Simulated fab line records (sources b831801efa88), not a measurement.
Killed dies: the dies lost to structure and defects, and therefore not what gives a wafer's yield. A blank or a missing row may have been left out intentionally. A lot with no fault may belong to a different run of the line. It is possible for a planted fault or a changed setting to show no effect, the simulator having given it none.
fab line records	flow sky130	part 2 of 2: steps 38 to 45 of 45
record: lots: 5	wafers: 15	lastDay: 50
route steps=708 shown VT_ADJUST_PCH@143 SONOS_TUNNEL@154 SONOS_ONO@168 GATE_OXIDE@187
lots that met no fault: taken from a fault-free run of the same line
startH: hours from the record's opening day to when the first of the lot's shown wafers began	waitH: hours from the lot's prior step to this one	" unchanged from the row above	L1.1+2: a row that stands for several wafers	- no value present, or no start provided	* or withheld: withheld	< > ~ a bound
route shown NAME@n: names a module that has steps shown in the file, with the first one's number in the route	usual: mean/standard deviation of fault-free wafers	same: alike in all rows	chamber/n: place in a boat	sites: readings site by site	_std_site: their standard deviation	_edge_site: outer sites' mean less inner sites'	radiusMm: for every site, how far away it sits from the centre of the wafer	mask NAME#n: copy n	behind: tool/chamber where the wafer was last shaped	hold: cause of the lot's hold/its duration in hours/its outcome	device: the transistor (n, p or np) that didn't switch	end of line: tests of these same wafers at the route's end	a step with no rows: only its recipe	killed: at the first sort, the dies lost to defects and structure; wafer yield is something else	map: the dies of a wafer, with x for killed, . for not killed, _ for no die there
set.NAME: the setting the step ran with; set.NAME@STEP: the setting that earlier step ran with	model.NAME: the simulator's own value behind a step, which no gauge read
lots seen at some steps along the route; tables by step, rows by wafer
services: from which hour (startH, from the record's first day; less than 0 if before it) a tool's chamber was out of use, for how many hours, and why
== steps ==
step: SKY_SONOS_ONO_DEVELOP_12
recipe: developTimeS: 60	devTempC: 23
usual: developerTempC: 23.00/0.11
lot.wafer	tool	chamber	startH	waitH	developerTempC
L076.1	lithoTrack-02	0	299.78	0.1	22.98
L076.5	"	0	"	"	22.95
L076.6	"	0	"	"	22.97
L084.3	lithoTrack-02	0	372.43	0.1	22.97
L084.4	"	0	"	"	23.17
L084.5	"	0	"	"	23.00
L089.3	lithoTrack-01	0	405.02	0.1	23.01
L089.4	"	0	"	"	22.88
L089.6	"	0	"	"	22.74
L090.3	lithoTrack-01	0	407.12	0.1	22.94
L090.4	"	0	"	"	22.97
L090.6	"	0	"	"	22.76
L095.1	lithoTrack-04	0	455.56	0.1	22.84
L095.2	"	0	"	"	22.86
L095.4	"	0	"	"	22.93
step: SKY_SONOS_ONO_CD_MEAS_13
recipe: targetCdNm: 410
usual: cdNm: 410.1/2
lot.wafer	tool	chamber	startH	waitH	cdNm
L076.1	cdSem-01	-	299.93	0.1	409.1
L076.5	"	-	"	"	409.9
L076.6	"	-	"	"	411.0
L084.3	cdSem-01	-	372.57	0.1	409.8
L084.4	"	-	"	"	409.8
L084.5	"	-	"	"	408.2
L089.3	cdSem-01	-	405.16	0.1	411.0
L089.4	"	-	"	"	408.7
L089.6	"	-	"	"	406.6
L090.3	cdSem-01	-	407.26	0.1	409.4
L090.4	"	-	"	"	411.3
L090.6	"	-	"	"	410.3
L095.1	cdSem-02	-	455.71	0.1	407.0
L095.2	"	-	"	"	406.8
L095.4	"	-	"	"	405.7
step: SKY_SONOS_ONO_OVL_MEAS_14
usual: SONOS_ONO_OVL: 0.0/1.4
lot.wafer	tool	chamber	startH	waitH	SONOS_ONO_OVL[nm]
L076.1	overlay-02	-	300.05	0.1	-1.0
L076.5	"	-	"	"	1.0
L076.6	"	-	"	"	1.1
L084.3	overlay-01	-	372.66	0.1	-0.9
L084.4	"	-	"	"	1.2
L084.5	"	-	"	"	2.0
L089.3	overlay-02	-	405.25	0.1	-0.6
L089.4	"	-	"	"	-1.9
L089.6	"	-	"	"	-0.6
L090.3	overlay-02	-	407.35	0.1	2.6
L090.4	"	-	"	"	2.8
L090.6	"	-	"	"	0.3
L095.1	overlay-01	-	455.83	0.1	2.2
L095.2	"	-	"	"	1.6
L095.4	"	-	"	"	0.7
step: SKY_SONOS_ONO_ETCH_15
recipe: targetDepthNm: 19.52	chemistry: CHF3/O2	sourceW: 600	biasW: 200	pressureMtorr: 40	chf3FlowSccm: 50	O2_flow_sccm: 5	timeS: 7.8
usual: O2_flow_sccm: 4.997/0.014	chf3FlowSccm: 50.01/0.15	drypumpMotorCurrentA: 5.8/0.47	oesProductAu: 0.998/0.0099	throttleValvePct: 8.824/0.0089
lot.wafer	tool	chamber	startH	waitH	O2_flow_sccm	chf3FlowSccm	drypumpMotorCurrentA	oesProductAu	rfHoursCounterH	throttleValvePct
L076.1	rieDiel-04	1	300.09	0.0	4.987	50.03	5.5	0.989	114	8.817
L076.5	"	0	"	"	4.988	49.90	5.8	1.011	-	8.832
L076.6	"	3	"	"	5.006	49.99	5.7	1.000	-	8.830
L084.3	rieDiel-03	0	372.69	0.0	5.009	49.95	5.7	0.994	15	8.811
L084.4	"	1	"	"	5.001	49.91	5.6	0.981	12	8.814
L084.5	"	2	"	"	5.005	50.17	5.4	0.991	-	8.808
L089.3	rieDiel-02	1	405.28	0.0	4.991	49.95	6.7	1.007	88	8.827
L089.4	"	2	"	"	4.987	50.07	4.9	0.994	111	8.815
L089.6	"	3	"	"	5.000	49.99	6.3	0.997	-	8.822
L090.3	rieDiel-03	0	407.38	0.0	5.024	49.95	5.7	0.992	16	8.832
L090.4	"	2	"	"	5.001	50.09	5.4	0.988	4	8.823
L090.6	"	0	"	"	5.018	49.94	5.7	0.997	-	8.828
L095.1	rieDiel-02	3	455.87	0.0	5.005	50.14	6.3	0.992	53	8.812
L095.2	"	1	"	"	4.995	50.08	6.7	1.002	89	8.819
L095.4	"	2	"	"	4.969	50.03	4.9	0.987	0	8.831
step: SKY_SONOS_ONO_WET_ETCH_16
recipe: chemistry: dHF	targetDepthNm: 14	dry: n2Spin	target: SiO2	dilution: 100:1	tempC: 26.11	timeS: 280
usual: bathHeatDutyPct: 7.9/0.98
lot.wafer	tool	chamber	startH	waitH	bathHeatDutyPct
L076.1	wetBench-02	0	300.11	0.0	8.0
L076.5	"	0	"	"	8.4
L076.6	"	0	"	"	9.0
L084.3	wetBench-04	1	372.71	0.0	8.4
L084.4	"	1	"	"	7.7
L084.5	"	1	"	"	7.3
L089.3	wetBench-02	3	405.30	0.0	6.3
L089.4	"	3	"	"	7.0
L089.6	"	3	"	"	7.3
L090.3	wetBench-04	0	407.40	0.0	7.8
L090.4	"	0	"	"	9.1
L090.6	"	0	"	"	7.9
L095.1	wetBench-03	1	455.89	0.0	7.8
L095.2	"	1	"	"	8.7
L095.4	"	1	"	"	8.0
step: SKY_SONOS_ONO_STRIP_17
recipe: chemistry: O2/N2	powerW: 1400	pressureMtorr: 1500	platenTempC: withheld	o2FlowSccm: 3000	n2FlowSccm: 300	overashFraction: 0.5
usual: drypumpMotorCurrentA: 5.77/0.29	oesProductAu: 0.709/0.0045	stripTimeToEndpointS: 14.08/0.045
lot.wafer	tool	chamber	startH	waitH	drypumpMotorCurrentA	oesProductAu	rfHoursCounterH	stripTimeToEndpointS
L076.1	plasmaAsher-04	1	300.20	0.0	6.02	0.710	63	14.14
L076.5	"	1	"	"	6.03	0.711	-	14.10
L076.6	"	0	"	"	5.57	0.708	-	14.13
L084.3	plasmaAsher-02	1	372.83	0.0	6.16	0.707	-	14.04
L084.4	"	0	"	"	5.33	0.707	-	14.05
L084.5	"	1	"	"	6.17	0.707	-	13.99
L089.3	plasmaAsher-01	1	405.42	0.0	5.66	0.712	-	14.15
L089.4	"	0	"	"	5.84	0.710	-	14.16
L089.6	"	1	"	"	5.70	0.712	-	14.13
L090.3	plasmaAsher-04	1	407.52	0.0	6.00	0.713	-	14.12
L090.4	"	0	"	"	5.60	0.701	-	14.12
L090.6	"	0	"	"	5.61	0.709	-	14.10
L095.1	plasmaAsher-02	1	455.97	0.0	6.17	0.706	64	14.08
L095.2	"	0	"	"	5.34	0.710	64	14.06
L095.4	"	0	"	"	5.33	0.707	-	14.07
step: SKY_SONOS_ONO_WET_ETCH_18
recipe: chemistry: H3PO4	targetDepthNm: 15	target: Si3N4	tempC: 160	timeS: 172
usual: bathHeatDutyPct: 26/3.3
lot.wafer	tool	chamber	startH	waitH	bathHeatDutyPct
L076.1	wetBench-04	0	300.30	0.1	28
L076.5	"	0	"	"	30
L076.6	"	0	"	"	28
L084.3	wetBench-02	1	372.89	0.0	20
L084.4	"	1	"	"	20
L084.5	"	1	"	"	19
L089.3	wetBench-04	1	405.49	0.0	26
L089.4	"	1	"	"	27
L089.6	"	1	"	"	26
L090.3	wetBench-02	2	407.59	0.0	22
L090.4	"	2	"	"	23
L090.6	"	2	"	"	24
L095.1	wetBench-02	3	456.07	0.1	24
L095.2	"	3	"	"	24
L095.4	"	3	"	"	23
step: SKY_GATE_OXIDE_CLEAN_00
recipe: chemistry: SC1/SC2	mix: 1:4:20	tempC: 70	timeS: 150	dry: n2Spin
usual: bathHeatDutyPct: 13.4/1.8
lot.wafer	tool	chamber	startH	waitH	bathHeatDutyPct
L076.1	wetBench-02	3	300.36	0.0	12.2
L076.5	"	3	"	"	12.0
L076.6	"	3	"	"	11.9
L084.3	wetBench-04	3	372.96	0.0	12.5
L084.4	"	3	"	"	13.6
L084.5	"	3	"	"	13.3
L089.3	wetBench-02	2	405.54	0.0	10.4
L089.4	"	2	"	"	11.4
L089.6	"	2	"	"	11.9
L090.3	wetBench-04	0	407.64	0.0	15.2
L090.4	"	0	"	"	13.8
L090.6	"	0	"	"	14.9
L095.1	wetBench-04	3	456.13	0.0	12.9
L095.2	"	3	"	"	13.3
L095.4	"	3	"	"	13.1
== services ==
tool	chamber	startH	hours	kind
ilineStepper-01	-	212.81	4.3	pm
wetBench-04	-	217.13	0.7	repair
wetBench-04	-	221.46	1.8	repair
furnace-02	-	221.63	5.5	pm
rieDiel-03	0	227.17	35.8	repair
implanter-02	-	230.23	4.6	repair
rieDiel-03	2	232.47	7.9	repair
rieDiel-02	0	242.10	11.0	repair
furnace-01	-	242.19	4.0	pm
ilineStepper-01	-	250.60	3.6	repair
furnace-01	-	263.65	4.6	pm
ilineStepper-01	-	269.24	1.7	pm
ilineStepper-02	-	278.32	0.7	repair
ilineStepper-02	-	299.18	10.6	repair
ilineStepper-02	-	312.53	1.7	pm
furnace-01	-	343.64	68.9	pm
implanter-04	-	347.87	2.4	pm
plasmaAsher-04	-	371.99	1.5	repair
ilineStepper-02	-	394.96	2.7	repair
plasmaAsher-04	-	421.81	2.0	repair
implanter-02	-	428.85	1.5	repair
ilineStepper-02	-	433.19	9.0	repair
implanter-04	-	433.40	4.1	repair
plasmaAsher-02	-	448.25	2.8	pm
